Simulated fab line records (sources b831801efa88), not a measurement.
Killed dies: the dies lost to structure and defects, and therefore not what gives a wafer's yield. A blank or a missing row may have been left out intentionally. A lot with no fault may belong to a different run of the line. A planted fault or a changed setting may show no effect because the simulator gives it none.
Chamber matching + flow sky130 + rie-diel-03 running SKY_VIA3_ETCH_14: 4 sister chambers
The step etches BARC in N2/H2, stops on SiO2, time 45.9 s, target depth 60 nm. 8 wafers are shown with their chamber, then 8 later ones without.

EACH WAFER AND ITS CHAMBER
| wafer  | chamber | drypump-motor-current-A (A) | throttle-valve-pct (%) |
|--------|---------|-----------------------------|------------------------|
| L084.3 | 2       | 5.8                         | 13.217                 |
| L085.2 | 1       | 6.0                         | 13.229                 |
| L085.5 | 3       | 5.2                         | 13.231                 |
| L085.6 | 2       | 5.9                         | 13.229                 |
| L092.2 | 0       | 5.3                         | 13.222                 |
| L092.4 | 3       | 5.2                         | 13.227                 |
| L092.5 | 0       | 5.3                         | 13.210                 |
| L091.1 | 1       | 5.9                         | 13.221                 |

WAFERS MISSING THEIR CHAMBER
| wafer  | drypump-motor-current-A (A) | throttle-valve-pct (%) |
|--------|-----------------------------|------------------------|
| L091.2 | 5.9                         | 13.223                 |
| L091.4 | 5.3                         | 13.226                 |
| L093.1 | 5.3                         | 13.232                 |
| L093.2 | 5.9                         | 13.220                 |
| L093.3 | 5.2                         | 13.233                 |
| L094.3 | 5.2                         | 13.232                 |
| L094.4 | 6.0                         | 13.209                 |
| L094.5 | 5.3                         | 13.214                 |

WHICH CHAMBER EACH WENT THROUGH
| wafer  | from the rows above     | in truth |
|--------|-------------------------|----------|
| L091.2 | can't be placed: 2 or 1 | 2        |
| L091.4 | can't be placed: 0 or 3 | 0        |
| L093.1 | can't be placed: 3 or 0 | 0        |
| L093.2 | can't be placed: 2 or 1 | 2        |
| L093.3 | 3                       | 3        |
| L094.3 | 3                       | 3        |
| L094.4 | can't be placed: 1 or 2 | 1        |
| L094.5 | 0                       | 0        |
3 of 8 placed correctly. These rows do not allow placing 5 (true chamber among the candidates in 5). Placed wrongly: 0.
How it was worked out, from the rows above alone: a wafer's distance from a chamber is the root of the sum, over the readings, of the square of ((its reading less the chamber's mean) divided by the reading's scatter). The wafer belongs to the nearest chamber; if the next one is less than 2 further off, it can't be placed. A chamber's mean is the mean of its shown wafers. The scatter is the square root of a quotient: the sum, over the shown wafers, of each reading's squared deviation from its chamber's mean, divided by wafers minus chambers.
